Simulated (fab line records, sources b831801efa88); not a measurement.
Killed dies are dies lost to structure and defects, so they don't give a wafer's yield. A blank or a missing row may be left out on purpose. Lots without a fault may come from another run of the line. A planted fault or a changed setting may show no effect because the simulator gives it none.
fab line records | flow sky130
record lots=6 wafers=16 last_day=50
route steps=708 shown CAPM@547 METAL3@555 PAD_OPEN@708
lots that met no fault: from a run of the same line without faults
start_h: hours from the record's first day to the start of the lot's first wafer shown | wait_h: hours since the lot's step before | " the same as in the row above | L1.1+2: a row that stands for several wafers | - no value, or no start given | * or withheld: withheld | < > ~ a bound
route shown NAME@n: a module of which the file shows steps, and the number in the route of the first | usual: mean/standard deviation of fault-free wafers | same: alike in all rows | chamber/n: place in a boat | sites: the reading at each site | _std_site: their standard deviation | _edge_site: outer sites' mean less inner sites' | radius_mm: how far each site lies from the wafer's centre | mask NAME#n: copy n | behind: the tool/chamber that last shaped the wafer | hold: why the lot was held/for how many hours/how that ended | device: the transistor (n, p or np) that didn't switch | end of line: the same wafers' tests at the end of the route | a step without rows: its recipe alone | killed: dies lost to structure and defects at the first sort, not the wafer's yield | map: a wafer's dies, x killed, . not, _ none there
set.NAME: the setting as run; set.NAME@STEP: as run at that earlier step | model.NAME: the simulator's own value behind a step, which no gauge read
lots at some steps of the route; a table a step, a row a wafer
services: from which hour (start_h, from the record's first day; less than 0 if before it) a tool's chamber was out of use, for how many hours, and why
## steps
# step SKY_CAPM_PEB_10
# recipe temp_c=withheld time_s=* resist=NOVOLAK
# step SKY_CAPM_DEVELOP_11
# recipe resist=NOVOLAK developer=TMAH develop_time_s=60 dev_temp_c=23
# step SKY_CAPM_OVL_MEAS_12
# usual CAPM_OVL=0.4/1.3
# columns lot.wafer tool chamber start_h wait_h CAPM_OVL[nm]
L145.1 overlay-02 - 887.57 0.1 -0.2
L145.4 " - " " 0.2
L145.6 " - " " 1.0
L147.1 overlay-01 - 892.87 0.1 2.5
L147.5 " - " " 2.6
L147.6 " - " " 1.7
L156.2 overlay-02 - 964.07 0.1 1.0
L156.3 " - " " 2.0
L158.2 overlay-01 - 974.02 0.1 -1.1
L158.6 " - " " -0.6
L161.1 overlay-02 - 991.47 0.1 -1.0
L161.2 " - " " -1.2
L161.3 " - " " -1.1
L168.3 overlay-02 - 1035.33 0.1 2.2
L168.4 " - " " 1.4
L168.5 " - " " 1.3
# step SKY_CAPM_METAL_ETCH_13
# recipe target_depth_nm=220 stop_on=SiO2 chemistry=Cl2/BCl3 target=TiN pressure_mtorr=10 icp_w=900 bias_w=48.5 Cl2_flow_sccm=60 bcl3_flow_sccm=30 time_s=62.9
# usual drypump_motor_current_A=5.5/0.66 oes_product_au=0.938/0.0073 rf_fwd_power_W=893/3.1 throttle_valve_pct=21.905/0.0097
# columns lot.wafer tool chamber start_h wait_h drypump_motor_current_A oes_product_au rf_fwd_power_W rf_hours_counter_h throttle_valve_pct
L145.1 rie_metal-04 0 887.60 0.0 6.1 0.944 893 12 21.888
L145.4 " 1 " " 4.7 0.943 896 - 21.887
L145.6 " 0 " " 6.1 0.944 887 - 21.888
L147.1 rie_metal-04 1 892.90 0.0 4.7 0.938 893 6 21.896
L147.5 " 0 " " 6.2 0.944 892 - 21.900
L147.6 " 1 " " 4.7 0.938 892 - 21.893
L156.2 rie_metal-04 1 964.10 0.0 4.7 0.945 893 10 21.916
L156.3 " 1 " " 4.7 0.935 892 - 21.908
L158.2 rie_metal-03 1 974.05 0.0 6.6 0.948 898 12 21.906
L158.6 " 0 " " 5.0 0.946 898 - 21.908
L161.1 rie_metal-01 0 991.50 0.0 5.6 0.943 887 6 21.899
L161.2 " 1 " " 5.1 0.944 898 14 21.902
L161.3 " 1 " " 5.1 0.941 900 - 21.909
L168.3 rie_metal-04 0 1035.38 0.0 6.1 0.937 891 - 21.910
L168.4 " 1 " " 4.7 0.935 892 - 21.911
L168.5 " 1 " " 4.7 0.940 890 - 21.897
# step SKY_CAPM_STRIP_14
# recipe chemistry=O2/N2 power_w=1400 pressure_mtorr=1500 platen_temp_c=withheld o2_flow_sccm=3000 n2_flow_sccm=300 overash_fraction=0.5
# usual drypump_motor_current_A=5.10/0.21 oes_product_au=0.711/0.0046 strip_time_to_endpoint_s=12.64/0.042
# columns lot.wafer tool chamber start_h wait_h drypump_motor_current_A oes_product_au rf_hours_counter_h strip_time_to_endpoint_s
L145.1 plasma_asher-02 0 887.68 0.1 4.78 0.714 109 12.57
L145.4 " 0 " " 4.76 0.704 - 12.56
L145.6 " 0 " " 4.76 0.713 - 12.62
L147.1 plasma_asher-03 1 892.98 0.1 5.32 0.706 44 12.63
L147.5 " 1 " " 5.30 0.707 - 12.61
L147.6 " 0 " " 5.08 0.706 - 12.61
L156.2 plasma_asher-04 1 964.18 0.1 4.93 0.713 84 12.56
L156.3 " 1 " " 4.94 0.700 - 12.58
L158.2 plasma_asher-04 0 974.13 0.1 5.45 0.716 85 12.73
L158.6 " 0 " " 5.47 0.712 - 12.69
L161.1 plasma_asher-02 1 991.58 0.1 5.03 0.715 119 12.62
L161.2 " 0 " " 4.80 0.711 119 12.63
L161.3 " 0 " " 4.77 0.706 - 12.59
L168.3 plasma_asher-03 0 1035.46 0.1 5.07 0.712 - 12.57
L168.4 " 1 " " 5.32 0.710 - 12.62
L168.5 " 1 " " 5.31 0.714 - 12.62
# step SKY_CAPM_STRIP_15
# recipe chemistry=post_etch_residue_remover time_s=1249 temp_c=72.5
# step SKY_CAPM_CLEAN_16
# recipe chemistry=IPA time_s=180 temp_c=25
# step SKY_CAPM_CLEAN_17
# recipe chemistry=O3/DIW dry=n2_spin
# step SKY_METAL3_DEHYDRATE_05
# recipe temp_c=200 time_s=60
# step SKY_METAL3_HMDS_06
# recipe prime_time_s=60 prime_temp_c=120
# step SKY_METAL3_COAT_07
# recipe resist=BARC temp_c=withheld time_s=withheld spin_rpm=3000 resist_thk_nm=60
# step SKY_METAL3_COAT_08
# recipe resist=KrF-thick spin_rpm=3000 resist_thk_nm=1140
# step SKY_METAL3_SOFTBAKE_09
# recipe temp_c=100 time_s=90 resist=KrF-thick
# usual heater_power_total_W=57.35/0.11 plate_temp_C=99.98/0.16
# columns lot.wafer tool chamber start_h wait_h heater_power_total_W plate_temp_C
L145.1 litho_track-04 0 900 - 57.41 99.83
L145.4 " 0 " " 57.26 100.03
L145.6 " 0 " " 57.40 100.20
L147.1 litho_track-04 0 906 - 57.22 100.03
L147.5 " 0 " " 57.40 99.93
L147.6 " 0 " " 57.45 99.74
L156.2 litho_track-04 0 976 - 56.89 99.45
L156.3 " 0 " " 56.65 99.35
L158.2 litho_track-04 0 986 - 56.83 99.49
L158.6 " 0 " " 56.97 99.12
L161.1 litho_track-02 0 1002 - 57.38 99.79
L161.2 " 0 " " 57.18 99.74
L161.3 " 0 " " 57.20 99.68
L168.3 litho_track-01 0 1047 - 57.29 100.20
L168.4 " 0 " " 57.19 100.24
L168.5 " 0 " " 57.32 100.03
# step SKY_METAL3_EXPOSE_10
# recipe mask_id=MM3 na=0.68 source_shape=annular sigma_inner=0.4 sigma_outer=0.8 target_cd_nm=300 dose_mj=28
# step SKY_PAD_OPEN_PROBE_99
# usual defect_limited_yield=82.3/2 killed_at_M0_to_M3=43/7.1 killed_at_M4_up=3/1.7 killed_at_contacts=25/5.6 killed_at_front_end=16/4.1 killed_at_other=0.2/0.49 killed_dies=87/9.8 killed_on_rim=17/3.8 killed_open=47/7.6 killed_short=40/6.1 sort_bin_3_pad_short=0.9/0.44 sort_bin_5_function=10.5/1.6 sort_bin_6_memory=6.3/1 sort_n_pass=405/9.8 sort_yield_pct=82.3/2
# same gross_dies=492 killed_at_back_side=0 sort_bin_4_leakage[%]=0 sort_bin_8_speed[%]=0
# columns lot.wafer tool chamber start_h wait_h defect_limited_yield[%] killed_at_M0_to_M3 killed_at_M4_up killed_at_contacts killed_at_front_end killed_at_other killed_dies killed_on_rim killed_open killed_short sort_bin_3_pad_short[%] sort_bin_5_function[%] sort_bin_6_memory[%] sort_n_pass sort_yield_pct[%]
L145.1 prober-01 - 1085.42 0.1 80.1 51 6 23 17 1 98 17 57 41 0.8 13.4 5.7 394 80.1
L145.4 prober-01 - 1085.57 0.2 79.1 40 3 40 19 1 103 17 64 39 1.2 11.8 7.9 389 79.1
L145.6 prober-01 - 1085.67 0.2 80.5 40 6 28 21 1 96 19 54 42 1.4 10.4 7.7 396 80.5
L147.1 prober-01 - 1090.54 0.1 86.4 30 1 20 16 0 67 11 39 28 1.0 8.7 3.9 425 86.4
L147.5 prober-01 - 1090.74 0.2 83.5 37 1 34 9 0 81 14 53 28 0.6 9.3 6.5 411 83.5
L147.6 prober-01 - 1090.79 0.2 82.5 37 3 29 17 0 86 15 46 40 1.0 11.0 5.5 406 82.5
L156.2 prober-02 - 1146.73 0.1 80.3 52 3 26 16 0 97 18 55 42 0.4 11.4 7.9 395 80.3
L156.3 prober-02 - 1146.78 0.2 82.7 42 3 24 16 0 85 17 46 39 1.6 8.3 7.3 407 82.7
L158.2 prober-01 - 1156.84 0.1 81.7 40 4 24 22 0 90 24 52 38 0.6 10.6 7.1 402 81.7
L158.6 prober-01 - 1157.04 0.2 84.6 35 3 22 15 1 76 12 38 38 0.4 8.5 6.5 416 84.6
L161.1 prober-02 - 1167.54 0.1 81.9 45 0 31 13 0 89 22 54 35 0.6 11.6 5.9 403 81.9
L161.2 prober-02 - 1167.59 0.1 83.9 34 4 25 15 1 79 19 45 34 1.0 9.6 5.5 413 83.9
L161.3 prober-02 - 1167.64 0.2 83.5 44 0 24 13 0 81 20 37 44 0.8 8.7 6.9 411 83.5
L168.3 prober-01 - 1198.26 0.2 81.9 49 4 26 9 1 89 16 47 42 0.2 11.8 6.1 403 81.9
L168.4 prober-01 - 1198.31 0.2 78.5 53 4 33 15 1 106 24 60 46 1.0 13.2 7.3 386 78.5
L168.5 prober-01 - 1198.36 0.2 80.9 49 6 23 15 1 94 15 51 43 0.8 11.4 6.9 398 80.9
# killed by level:class
L145.1 CONTACT:geometric_particle:open=12 VIA3:geometric_particle:open=11 METAL2:geometric_particle:short=8 VIA1:geometric_particle:open=7 VIA1:geometric_particle:short=6 FIELD_ISO:geometric_particle:open=5 VIA2:geometric_particle:open=5 METAL4:geometric_particle:short=5
L145.4 CONTACT:geometric_particle:open=14 LI_CONTACT:geometric_particle:open=12 VIA1:geometric_particle:open=8 VIA3:geometric_particle:open=7 LOCAL_INTERCONNECT:geometric_particle:short=7 METAL2:geometric_particle:short=7 VIA2:geometric_particle:open=7 POLY_GATE:geometric_particle:open=6
L145.6 LI_CONTACT:geometric_particle:open=13 VIA1:geometric_particle:open=11 POLY_GATE:geometric_particle:open=8 POLY_GATE:geometric_particle:short=5 VIA1:geometric_particle:short=5 VIA2:geometric_particle:open=5 FIELD_ISO:geometric_particle:open=4 LOCAL_INTERCONNECT:geometric_particle:short=4
L147.1 CONTACT:geometric_particle:open=8 VIA2:geometric_particle:open=7 METAL2:geometric_particle:short=5 VIA1:geometric_particle:open=5 FIELD_ISO:geometric_particle:open=4 LI_CONTACT:geometric_particle:open=4 VIA3:geometric_particle:short=4 FIELD_ISO:geometric_particle:short=3
L147.5 VIA1:geometric_particle:open=12 LI_CONTACT:geometric_particle:open=11 CONTACT:geometric_particle:open=10 VIA3:geometric_particle:open=10 LOCAL_INTERCONNECT:geometric_particle:short=6 CONTACT:geometric_particle:short=5 METAL2:geometric_particle:short=5 FIELD_ISO:geometric_particle:open=3
L147.6 CONTACT:geometric_particle:open=11 VIA1:geometric_particle:open=8 LI_CONTACT:geometric_particle:open=7 VIA3:geometric_particle:open=7 METAL2:geometric_particle:short=6 FIELD_ISO:geometric_particle:short=5 METAL3:geometric_particle:short=5 CONTACT:geometric_particle:short=4
L156.2 VIA3:geometric_particle:open=12 CONTACT:geometric_particle:open=10 VIA1:geometric_particle:open=9 METAL2:geometric_particle:short=8 VIA2:geometric_particle:open=8 POLY_GATE:geometric_particle:short=7 POLY_GATE:geometric_particle:open=6 METAL1:geometric_particle:short=6
L156.3 CONTACT:geometric_particle:open=12 VIA1:geometric_particle:open=11 VIA2:geometric_particle:open=7 POLY_GATE:geometric_particle:short=6 VIA1:geometric_particle:short=6 METAL1:geometric_particle:short=5 FIELD_ISO:geometric_particle:short=4 LI_CONTACT:geometric_particle:open=4
L158.2 CONTACT:geometric_particle:open=11 VIA3:geometric_particle:open=8 LI_CONTACT:geometric_particle:open=7 VIA2:geometric_particle:open=7 FIELD_ISO:geometric_particle:short=6 POLY_GATE:geometric_particle:open=6 VIA1:geometric_particle:open=6 POLY_GATE:geometric_particle:short=4
L158.6 CONTACT:geometric_particle:open=10 VIA1:geometric_particle:open=8 FIELD_ISO:geometric_particle:short=6 METAL1:geometric_particle:short=6 VIA1:geometric_particle:short=6 FIELD_ISO:geometric_particle:open=4 CONTACT:geometric_particle:short=4 VIA3:geometric_particle:open=4
L161.1 CONTACT:geometric_particle:open=15 VIA1:geometric_particle:open=12 VIA2:geometric_particle:open=10 LI_CONTACT:geometric_particle:open=8 POLY_GATE:geometric_particle:short=6 VIA3:geometric_particle:short=5 LI_CONTACT:geometric_particle:short=4 VIA3:geometric_particle:open=4
L161.2 CONTACT:geometric_particle:open=12 FIELD_ISO:geometric_particle:short=7 LI_CONTACT:geometric_particle:open=7 VIA3:geometric_particle:open=7 VIA2:geometric_particle:open=5 METAL1:geometric_particle:short=5 VIA1:geometric_particle:open=5 FIELD_ISO:geometric_particle:open=4
L161.3 VIA1:geometric_particle:open=11 LI_CONTACT:geometric_particle:open=10 VIA3:geometric_particle:open=6 FIELD_ISO:geometric_particle:short=5 CONTACT:geometric_particle:short=5 METAL1:geometric_particle:short=5 VIA1:geometric_particle:short=5 VIA2:geometric_particle:short=5
L168.3 VIA1:geometric_particle:open=15 CONTACT:geometric_particle:open=11 METAL2:geometric_particle:short=7 LOCAL_INTERCONNECT:geometric_particle:short=6 VIA1:geometric_particle:short=6 LI_CONTACT:geometric_particle:open=5 VIA3:geometric_particle:open=5 METAL3:geometric_particle:short=4
L168.4 CONTACT:geometric_particle:open=16 VIA1:geometric_particle:open=13 METAL2:geometric_particle:short=7 VIA2:geometric_particle:open=7 VIA3:geometric_particle:open=6 FIELD_ISO:geometric_particle:open=5 LI_CONTACT:geometric_particle:open=5 CONTACT:geometric_particle:short=5
L168.5 VIA1:geometric_particle:open=13 FIELD_ISO:geometric_particle:short=7 VIA3:geometric_particle:open=7 VIA1:geometric_particle:short=6 CONTACT:geometric_particle:open=6 CONTACT:geometric_particle:short=6 LI_CONTACT:geometric_particle:open=5 VIA2:geometric_particle:open=5
## services
# columns tool chamber start_h hours kind
plasma_asher-03 - 908.74 1.4 repair
plasma_asher-02 - 910.57 7.0 repair
plasma_asher-02 - 939.75 2.7 repair
rie_metal-03 1 949.30 9.8 repair
rie_metal-04 - 986.44 0.7 repair
plasma_asher-02 - 994.81 2.2 repair
plasma_asher-02 - 1012.49 1.0 repair
## key
first_sign step=SKY_METAL3_SOFTBAKE_09 reading=heater_power_total_W direction=down sigmas=4.6 usual=* struck=*
effect step=SKY_METAL3_SOFTBAKE_09 reading=plate_temp_C direction=down sigmas=3.9 usual=* struck=*
met_at SKY_METAL3_SOFTBAKE_09
struck_wafers L156.2,L156.3,L158.2,L158.6
onset_between 906 976
fault kind=process_parameter_drift tool=litho_track-04 chamber=- onset_h=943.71 steps=SKY_METAL3_SOFTBAKE_09 channel=temp_c offset=* shape=step end_h=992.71 acts_in=* stated=*
